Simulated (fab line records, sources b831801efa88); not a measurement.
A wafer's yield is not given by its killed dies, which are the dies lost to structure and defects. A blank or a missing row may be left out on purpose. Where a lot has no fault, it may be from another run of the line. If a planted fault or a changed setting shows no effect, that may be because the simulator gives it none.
Matching of chambers / flow gf180mcu / 3 sister chambers for GF_PASSIVATION_CVD_02 on pecvd-02
The step deposits Si3N4, target thk 700 nm, time 486.18 s. 3 wafers are shown with their chamber, then 7 later ones without.

== WAFERS, EACH WITH ITS CHAMBER ==
wafer=L092.3; chamber=1; heater-power-w (W)=687
wafer=L093.3; chamber=2; heater-power-w (W)=792
wafer=L093.4; chamber=0; heater-power-w (W)=634

== WAFERS MISSING THEIR CHAMBER ==
wafer=L093.6; heater-power-w (W)=613
wafer=L096.1; heater-power-w (W)=755
wafer=L096.2; heater-power-w (W)=764
wafer=L096.4; heater-power-w (W)=617
wafer=L097.1; heater-power-w (W)=712
wafer=L097.3; heater-power-w (W)=761
wafer=L097.4; heater-power-w (W)=745

== WHICH CHAMBER EACH ONE RAN IN ==
wafer=L093.6; from the rows above=can't be placed: 0 or 1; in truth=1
wafer=L096.1; from the rows above=can't be placed: 2 or 1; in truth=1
wafer=L096.2; from the rows above=can't be placed: 2 or 1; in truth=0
wafer=L096.4; from the rows above=can't be placed: 0 or 1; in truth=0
wafer=L097.1; from the rows above=can't be placed: 1 or 0 or 2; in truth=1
wafer=L097.3; from the rows above=can't be placed: 2 or 1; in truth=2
wafer=L097.4; from the rows above=can't be placed: 2 or 1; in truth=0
Correctly placed: 0 of 7. Can't be placed from these rows: 7 (the true chamber is among the candidates in 5). Wrongly placed: 0.
How it was worked out, from the rows above alone: a wafer's distance from a chamber is the root of the sum, over the readings, of the square of ((its reading less the chamber's mean) divided by the reading's scatter). If the next closest chamber is less than 2 further off than the closest, the wafer can't be placed; otherwise it belongs to the closest. The mean given for a chamber averages the wafers shown for that chamber. The scatter: root of mean squared gap, hidden wafer to nearest shown wafer, with one shown wafer a chamber.
